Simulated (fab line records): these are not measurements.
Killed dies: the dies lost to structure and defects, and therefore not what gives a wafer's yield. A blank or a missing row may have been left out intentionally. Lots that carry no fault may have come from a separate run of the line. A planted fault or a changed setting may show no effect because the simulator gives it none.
Chamber matching :: flow gf180mcu :: 4 sister chambers for GF_CONTACT_CMP_27 on cmp-01
The step polishes, stops on SiO2, t overpolish 15 s, target thk 0 nm. 14 wafers are shown with their chamber, then 7 later ones without.

== WAFERS WITH THEIR CHAMBER ==
wafer: L708.1
chamber: 0
motor current A (A): 11.7
time to endpoint s (s): 70
overpolish run s (s): 14.997

wafer: L708.3
chamber: 2
motor current A (A): 10.2
time to endpoint s (s): 71
overpolish run s (s): 15.002

wafer: L708.6
chamber: 1
motor current A (A): 12.1
time to endpoint s (s): 68
overpolish run s (s): 15.009

wafer: L713.3
chamber: 0
motor current A (A): 11.6
time to endpoint s (s): 70
overpolish run s (s): 14.981

wafer: L713.4
chamber: 3
motor current A (A): 10.4
time to endpoint s (s): 76
overpolish run s (s): 14.989

wafer: L713.6
chamber: 1
motor current A (A): 12.0
time to endpoint s (s): 69
overpolish run s (s): 15.011

wafer: L715.1
chamber: 2
motor current A (A): 9.9
time to endpoint s (s): 68
overpolish run s (s): 15.012

wafer: L715.2
chamber: 1
motor current A (A): 11.6
time to endpoint s (s): 65
overpolish run s (s): 15.005

wafer: L715.6
chamber: 2
motor current A (A): 10.3
time to endpoint s (s): 68
overpolish run s (s): 15.003

wafer: L724.3
chamber: 0
motor current A (A): 11.2
time to endpoint s (s): 69
overpolish run s (s): 15.005

wafer: L724.4
chamber: 1
motor current A (A): 11.8
time to endpoint s (s): 70
overpolish run s (s): 15.005

wafer: L724.5
chamber: 2
motor current A (A): 10.2
time to endpoint s (s): 72
overpolish run s (s): 15.024

wafer: L726.1
chamber: 2
motor current A (A): 10.2
time to endpoint s (s): 73
overpolish run s (s): 14.994

wafer: L726.3
chamber: 1
motor current A (A): 12.1
time to endpoint s (s): 70
overpolish run s (s): 15.016

SIGNATURES, as means of the wafers listed above
reading: motor current A
chamber 0: 11.500
chamber 1: 11.920
chamber 2: 10.160
chamber 3: 10.400
scatter within a chamber: 0.205

reading: time to endpoint s
chamber 0: 69.67
chamber 1: 68.40
chamber 2: 70.40
chamber 3: 76.00
scatter within a chamber: 1.98

reading: overpolish run s
chamber 0: 14.99433
chamber 1: 15.00920
chamber 2: 15.00700
chamber 3: 14.98900
scatter within a chamber: 0.00953
Rule: distance of a wafer from a chamber = root of the sum over the readings of ((wafer's reading minus chamber's mean) / reading's scatter) squared. The wafer belongs to the nearest chamber; if the next one is less than 2 further off, it can't be placed. How the scatter is found: for the shown wafers, subtract from each reading the mean of its chamber, square and add these, divide the total by (wafers less chambers), then take the root.

== WAFERS WITHOUT THEIR CHAMBER ==
wafer: L726.6
motor current A (A): 12.1
time to endpoint s (s): 70
overpolish run s (s): 15.013

wafer: L728.2
motor current A (A): 11.8
time to endpoint s (s): 68
overpolish run s (s): 15.007

wafer: L728.3
motor current A (A): 12.0
time to endpoint s (s): 67
overpolish run s (s): 14.995

wafer: L728.4
motor current A (A): 9.5
time to endpoint s (s): 69
overpolish run s (s): 14.999

wafer: L730.3
motor current A (A): 11.9
time to endpoint s (s): 74
overpolish run s (s): 15.013

wafer: L730.4
motor current A (A): 10.4
time to endpoint s (s): 76
overpolish run s (s): 15.005

wafer: L730.6
motor current A (A): 11.0
time to endpoint s (s): 78
overpolish run s (s): 15.009

== CHAMBER TAKEN BY EACH ==
wafer: L726.6
from the rows above: 1
in truth: 1

wafer: L728.2
from the rows above: can't be placed: 1 or 0
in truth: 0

wafer: L728.3
from the rows above: can't be placed: 1 or 0
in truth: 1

wafer: L728.4
from the rows above: 2
in truth: 2

wafer: L730.3
from the rows above: can't be placed: 1 or 0
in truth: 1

wafer: L730.4
from the rows above: can't be placed: 3 or 2
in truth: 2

wafer: L730.6
from the rows above: can't be placed: 3 or 0 or 2
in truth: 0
2 of 7 placed correctly. Unplaceable from these rows: 5, with the true chamber sitting among the candidates in 5. Number placed wrongly: 0.
